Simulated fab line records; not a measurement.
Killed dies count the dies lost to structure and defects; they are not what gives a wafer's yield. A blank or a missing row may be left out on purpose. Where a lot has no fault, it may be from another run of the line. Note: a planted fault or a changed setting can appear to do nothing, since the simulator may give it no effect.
Comparing a struck lot with a sound one	flow sfq_line	42 out of 325 route steps
Sound: wafers L127.4, L127.5, L127.6. Struck: wafer L136.3 (L136.4, L136.6, from the same lot, were not struck and are left out); the cause is given at the end.
Each step with rows lists, per side, the tool, then ch with its chambers, then its first start. Under that, the readings that differ: sound wafers	struck wafers	difference of the means	sigmas: that difference in standard deviations of wafers without a fault.
alike: readings whose means differ by less than 2 such deviations, and words and numbers that are the same on both sides. not compared: withheld readings, readings that some wafer has no value for, bounds like >300 that may hide the same value, and numbers for which the record gives no deviation and whose values overlap.
The two part at a step that has a row with sigmas, a row that says differs or no value, or rows on one side only. Non-overlapping numbers with no deviation appear without sigmas and do not part them. A reading that every wafer of one side lacks parts them only if that side has two wafers or more.

first, 6 steps without rows for these wafers: SFQ_TRILAYER_I2_VIA_LITHO_COAT_072 (resist thk 62 nm); SFQ_TRILAYER_I2_VIA_LITHO_COAT_067 (resist thk 650 nm); SFQ_TRILAYER_I2_VIA_LITHO_SOFTBAKE_071; SFQ_TRILAYER_I2_VIA_LITHO_EXPOSE_068 (exposes mask I2, target cd 500 nm); SFQ_TRILAYER_I2_VIA_LITHO_PEB_070 (peb time 60 s); SFQ_TRILAYER_I2_VIA_LITHO_DEVELOP_069 (time 60 s).
SFQ_I2_OVL_MEAS_918:
  struck on overlay-01, day 36 19:07; sound on overlay-02, day 32 03:17
  alike: I2_OVL
SFQ_TRILAYER_I2_VIA_BARC_OPEN_VIA_ETCH_096: etches BARC in O2, target depth 125 nm, time 41.7 s.
  sound on rie_diel-03 ch 1,2,3, day 32 03:18; struck on rie_diel-03 ch 2, day 36 19:09
  alike: drypump_motor_current_A, oes_product_au
  not compared: rf_hours_counter_h
then, 4 steps without rows for these wafers: SFQ_TRILAYER_I2_VIA_ETCH_VIA_ETCH_070 (etches SiO2 in CHF3, stops on Nb, target depth 260 nm); SFQ_TRILAYER_I2_VIA_STRIP_STRIP_071 (strips in O2); SFQ_TRILAYER_I2_VIA_STRIP_SOLV_CLEAN_072 (cleans in NMP, time 600 s); SFQ_TRILAYER_M3_DEP_PRE_CLEAN_074 (time 22.5 s).
SFQ_TRILAYER_M3_DEP_SPUTTER_073: material Nb, target thk 200 nm, time 133.3 s.
  struck on pvd_sputter-06, day 36 20:07; sound on pvd_sputter-06, day 32 04:27
reading	sound	struck	difference	sigmas
model.Nb_of_TRILAYER_M3_DEP_SPUTTER_073.thk_nm (nm)	197.3 197 195.3	183.7	-12.8	
  alike: throttle_valve_pct
SFQ_M3_RS_MEAS_919: the measuring method here is four-point-probe.
  struck on film_metro-02, day 36 20:15; sound on film_metro-02, day 32 04:36
reading	sound	struck	difference	sigmas
M3_NB_RS (ohm/sq)	0.901 0.905 0.911	0.969	+0.063	+5
then, 6 steps without rows for these wafers: SFQ_TRILAYER_M3_LITHO_COAT_080 (resist thk 62 nm); SFQ_TRILAYER_M3_LITHO_COAT_075 (resist thk 600 nm); SFQ_TRILAYER_M3_LITHO_SOFTBAKE_079; SFQ_TRILAYER_M3_LITHO_EXPOSE_076 (exposes mask M3, target cd 500 nm); SFQ_TRILAYER_M3_LITHO_PEB_078 (peb time 60 s); SFQ_TRILAYER_M3_LITHO_DEVELOP_077 (time 60 s).
-- the record jumps here: 5 days lie between the struck wafers' starts before and after --
SFQ_M3_OVL_MEAS_921:
  struck on overlay-02, day 42 05:13; sound on overlay-02, day 38 08:07
reading	sound	struck	difference	sigmas
M3_OVL (nm)	-9 -11 -11	4	+14	+2
then, 1 step without rows for these wafers: SFQ_TRILAYER_M3_BARC_OPEN_METAL_ETCH_100 (etches BARC in O2, target depth 125 nm, time 41.7 s).
SFQ_TRILAYER_M3_ETCH_METAL_ETCH_078: etches Nb in Cl2/Ar, stops on SiO2, target depth 240 nm, time 120 s.
  sound on rie_metal-02 ch 0,1, day 38 08:16; struck on rie_metal-01 ch 0, day 42 05:20
reading	sound	struck	difference	sigmas
drypump_motor_current_A (A)	5.8 5.9 6.3	5.0	-1.0	-2
oes_product_au (a.u.)	0.893 0.890 0.883	0.853	-0.036	-4
  not compared: rf_hours_counter_h
then, 2 steps without rows for these wafers: SFQ_TRILAYER_M3_STRIP_STRIP_079 (strips in O2); SFQ_TRILAYER_M3_STRIP_SOLV_CLEAN_080 (cleans in NMP, time 600 s).
SFQ_TRILAYER_I3_DEP_PECVD_081: deposits SiO2 from SiH4/N2O, time 111.11 s, target thk 500 nm.
  sound on pecvd-03 ch 0,1,2, day 38 09:10; struck on pecvd-02 ch 2, day 42 06:11
reading	sound	struck	difference	sigmas
since_wet_clean_h (h)	- - -	412	no value on the sound wafers	
  alike: heater_power_w, throttle_valve_pct
then, 1 step without rows for these wafers: SFQ_TRILAYER_I3_CMP_CMP_082 (polishes SiO2).
SFQ_I3_BOW_MEAS_922:
  struck on film_metro-02, day 42 17:49; sound on film_metro-03, day 38 17:37
  alike: I3_BOW
then, 7 steps without rows for these wafers: SFQ_TRILAYER_I3_METRO_MEASURE_083; SFQ_TRILAYER_I3_VIA_LITHO_COAT_090 (resist thk 62 nm); SFQ_TRILAYER_I3_VIA_LITHO_COAT_085 (resist thk 650 nm); SFQ_TRILAYER_I3_VIA_LITHO_SOFTBAKE_089; SFQ_TRILAYER_I3_VIA_LITHO_EXPOSE_086 (exposes mask I3, target cd 500 nm); SFQ_TRILAYER_I3_VIA_LITHO_PEB_088 (peb time 60 s); SFQ_TRILAYER_I3_VIA_LITHO_DEVELOP_087 (time 60 s).
-- the record jumps here: 6 days lie between the struck wafers' starts before and after --
SFQ_I3_OVL_MEAS_923:
  struck on overlay-01, day 48 13:08; sound on overlay-01, day 44 17:20
  alike: I3_OVL
SFQ_TRILAYER_I3_VIA_BARC_OPEN_VIA_ETCH_121: etches BARC in O2, target depth 125 nm, time 41.7 s.
  sound on rie_diel-01 ch 2,3, day 44 17:22; struck on rie_diel-03 ch 1, day 48 13:10
  alike: drypump_motor_current_A, oes_product_au
  not compared: rf_hours_counter_h
SFQ_TRILAYER_I3_VIA_ETCH_VIA_ETCH_088: etches SiO2 in CHF3, stops on Nb, target depth 260 nm.
  sound on rie_diel-01 ch 2,3, day 44 17:24; struck on rie_diel-03 ch 1, day 48 13:12
  alike: drypump_motor_current_A, oes_product_au
SFQ_TRILAYER_I3_VIA_STRIP_STRIP_089: strips in O2.
  sound on rie_metal-04 ch 0,1, day 44 17:43; struck on rie_metal-04 ch 1, day 48 13:31
  alike: drypump_motor_current_A, oes_product_au
  not compared: rf_hours_counter_h
then, 2 steps without rows for these wafers: SFQ_TRILAYER_I3_VIA_STRIP_SOLV_CLEAN_090 (cleans in NMP, time 600 s); SFQ_TRILAYER_M4_DEP_PRE_CLEAN_092 (time 22.5 s).
-- the record jumps here: 43 days lie between the struck wafers' starts before and after --
SFQ_M8_BOW_MEAS_951:
  struck on film_metro-01, day 91 11:20; sound on film_metro-04, day 86 17:50
reading	sound	struck	difference	sigmas
model.etest.m3.ohm_um	1.809 1.81 1.812	1.937	+0.127	
model.etest.i2.link_ohm	1.981 1.957 1.989	2.061	+0.085	
model.etest.m3.ohm_sq	0.9022 0.9036 0.9114	0.9689	+0.0632	
model.etest.i3.link_ohm	2.004 1.98 2.003	2.024	+0.028	
  alike: M8_BOW

== WHERE THEY PART ==
Earliest at SFQ_M3_RS_MEAS_919; latest, in this record, at SFQ_TRILAYER_I3_DEP_PECVD_081. Later steps at which nothing parts them and some readings are alike: SFQ_I3_BOW_MEAS_922, SFQ_I3_OVL_MEAS_923, SFQ_TRILAYER_I3_VIA_BARC_OPEN_VIA_ETCH_121, SFQ_TRILAYER_I3_VIA_ETCH_VIA_ETCH_088, SFQ_TRILAYER_I3_VIA_STRIP_STRIP_089, SFQ_M8_BOW_MEAS_951.

WHY: whatever the simulator had introduced
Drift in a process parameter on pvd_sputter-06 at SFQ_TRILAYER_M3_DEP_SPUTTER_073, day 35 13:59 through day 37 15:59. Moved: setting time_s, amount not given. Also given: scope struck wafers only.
